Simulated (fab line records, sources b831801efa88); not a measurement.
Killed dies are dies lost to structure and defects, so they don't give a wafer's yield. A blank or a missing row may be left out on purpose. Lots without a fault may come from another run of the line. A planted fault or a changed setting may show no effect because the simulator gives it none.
Problem report in the 8D (eight disciplines) form, filled by code | flow sky130 | the parts of the form that need people (team, actions taken, sign-off) are left out

1. THE PROBLEM
killed_at_contacts at SKY_PAD_OPEN_PROBE_99 reads a mean of 73 on 9 wafers of 3 lots; wafers without a fault read 25 with a standard deviation of 5.3. That is +9.0 standard deviations from the usual mean.
First seen on wafer L329.1, day 48 13:16, on prober-02. The record holds 9 wafers of 3 lots with a number at this step. Rule for "out", or "out of limits": more than 4 standard deviations from the usual mean. The other wafers with a number count as sound.

2. WHAT IT IS AND WHAT IT IS NOT
question                    | is                     | is not
which readings at this step | killed_at_contacts     | killed_at_M4_up, killed_at_front_end, killed_at_other, killed_short
which lots                  | L329, L330, L331       | -
which wafers of those lots  | all that have a number | -
read on which tools         | prober-01, prober-02   | -
when                        | from day 48 13:16      | up to then (0 sound wafers)

3. SUSPECTS, AND WHAT RULES EACH OUT
Counting: a tool at a process step up to the reading stays a suspect if it ran every lot that is out and no sound lot after the first of them.
- pvd_sputter-03 at SKY_CONTACT_SPUTTER_23 (material TiN, target thk 20 nm, time 80 s): kept. It ran every lot that is out, first L329 (day 35 05:16), and no sound lot after that.
Left after counting: pvd_sputter-03 at SKY_CONTACT_SPUTTER_23.

4. THE CAUSE (what the simulator had put in)
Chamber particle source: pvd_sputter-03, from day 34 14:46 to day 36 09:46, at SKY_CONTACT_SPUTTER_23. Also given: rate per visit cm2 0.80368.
Counting left only this tool.

5. THE CHAIN OF EFFECTS, in route order
Each row: a reading whose mean over the struck wafers that have a number lies more than 3 standard deviations from the usual. Only readings for which the record gives a usual standard deviation are gone through. hours: the time from each lot's start at the first step in this table that gives one to its start at this step, as a median over the lots. sigmas: the change in usual standard deviations.
hours | step                  | reading            | usual | on struck wafers | change | sigmas
0     | SKY_PAD_OPEN_PROBE_99 | killed_at_contacts | 25    | 73               | +48    | +9.0
0     | SKY_PAD_OPEN_PROBE_99 | killed_dies        | 86    | 131              | +45    | +5.2
The process steps in it:
- SKY_PAD_OPEN_PROBE_99

6. WHAT WOULD HAVE CAUGHT IT SOONER
In this record the first reading out of limits was taken at day 48 13:16, 334 hours after the fault began at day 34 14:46.
Of the tool readings at SKY_CONTACT_SPUTTER_23 for which the record gives a usual standard deviation, none was out on any struck wafer, so an alarm limit of 4 standard deviations on them would not have fired.
All the lots that are out (3) had begun SKY_CONTACT_SPUTTER_23 on pvd_sputter-03 by day 48 13:16. A hold on the tool at that time would have spared none of them.
